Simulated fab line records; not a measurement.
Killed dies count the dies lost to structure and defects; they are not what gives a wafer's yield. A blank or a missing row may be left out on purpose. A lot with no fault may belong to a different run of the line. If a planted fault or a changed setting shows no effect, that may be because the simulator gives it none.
Chamber matching / flow gf180mcu / GF_SAB_ETCH_11 on rie_diel-04: 4 sister chambers
The step etches SiO2 in C4F8/O2/Ar, target depth 55 nm, time 8.5 s. 22 wafers are shown with their chamber, then 11 later ones without.

== EACH WAFER AND ITS CHAMBER ==
wafer=L077.1; chamber=1; oes_product_au (a.u.)=1.000
wafer=L077.2; chamber=3; oes_product_au (a.u.)=0.993
wafer=L077.6; chamber=0; oes_product_au (a.u.)=0.996
wafer=L082.1; chamber=2; oes_product_au (a.u.)=1.000
wafer=L082.2; chamber=0; oes_product_au (a.u.)=1.000
wafer=L082.3; chamber=3; oes_product_au (a.u.)=1.001
wafer=L082.4; chamber=1; oes_product_au (a.u.)=0.995
wafer=L082.5; chamber=1; oes_product_au (a.u.)=1.002
wafer=L082.6; chamber=0; oes_product_au (a.u.)=1.001
wafer=L085.3; chamber=3; oes_product_au (a.u.)=0.989
wafer=L085.4; chamber=2; oes_product_au (a.u.)=0.982
wafer=L085.5; chamber=2; oes_product_au (a.u.)=0.996
wafer=L086.1; chamber=3; oes_product_au (a.u.)=0.993
wafer=L086.2; chamber=1; oes_product_au (a.u.)=1.000
wafer=L086.6; chamber=2; oes_product_au (a.u.)=1.003
wafer=L090.1; chamber=3; oes_product_au (a.u.)=0.994
wafer=L090.2; chamber=2; oes_product_au (a.u.)=0.994
wafer=L090.3; chamber=0; oes_product_au (a.u.)=0.994
wafer=L090.4; chamber=0; oes_product_au (a.u.)=1.008
wafer=L090.5; chamber=2; oes_product_au (a.u.)=0.990
wafer=L090.6; chamber=3; oes_product_au (a.u.)=1.000
wafer=L092.3; chamber=0; oes_product_au (a.u.)=0.999

SIGNATURES (means of the wafers above)
reading=oes_product_au; chamber 0=0.99967; chamber 1=0.99925; chamber 2=0.99417; chamber 3=0.99500; scatter within a chamber=0.00543
Rule: distance of a wafer from a chamber = root of the sum over the readings of ((wafer's reading minus chamber's mean) / reading's scatter) squared. If the next closest chamber is less than 2 further off than the closest, the wafer can't be placed; otherwise it belongs to the closest. The scatter: the root of (the sum of the squares of (reading less its chamber's mean) over the shown wafers, divided by (wafers less chambers)).

== WAFERS WITH NO CHAMBER GIVEN ==
wafer=L092.5; oes_product_au (a.u.)=0.987
wafer=L092.6; oes_product_au (a.u.)=0.996
wafer=L093.1; oes_product_au (a.u.)=0.991
wafer=L093.2; oes_product_au (a.u.)=1.014
wafer=L093.3; oes_product_au (a.u.)=0.987
wafer=L093.4; oes_product_au (a.u.)=1.000
wafer=L093.5; oes_product_au (a.u.)=0.996
wafer=L093.6; oes_product_au (a.u.)=1.005
wafer=L094.2; oes_product_au (a.u.)=0.992
wafer=L094.3; oes_product_au (a.u.)=1.007
wafer=L094.6; oes_product_au (a.u.)=0.988

== WHICH CHAMBER EACH WENT THROUGH ==
wafer=L092.5; from the rows above=can't be placed: 2 or 3 or 1 or 0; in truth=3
wafer=L092.6; from the rows above=can't be placed: 3 or 2 or 1 or 0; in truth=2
wafer=L093.1; from the rows above=can't be placed: 2 or 3 or 1 or 0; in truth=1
wafer=L093.2; from the rows above=can't be placed: 0 or 1 or 3 or 2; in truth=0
wafer=L093.3; from the rows above=can't be placed: 2 or 3 or 1 or 0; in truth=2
wafer=L093.4; from the rows above=can't be placed: 0 or 1 or 3 or 2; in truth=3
wafer=L093.5; from the rows above=can't be placed: 3 or 2 or 1 or 0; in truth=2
wafer=L093.6; from the rows above=can't be placed: 0 or 1 or 3 or 2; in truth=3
wafer=L094.2; from the rows above=can't be placed: 2 or 3 or 1 or 0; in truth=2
wafer=L094.3; from the rows above=can't be placed: 0 or 1 or 3 or 2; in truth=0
wafer=L094.6; from the rows above=can't be placed: 2 or 3 or 1 or 0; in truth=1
Placed correctly: 0 of 11. Not placeable from these rows: 11 (in 11, the candidates include the true chamber). Wrongly placed: 0.
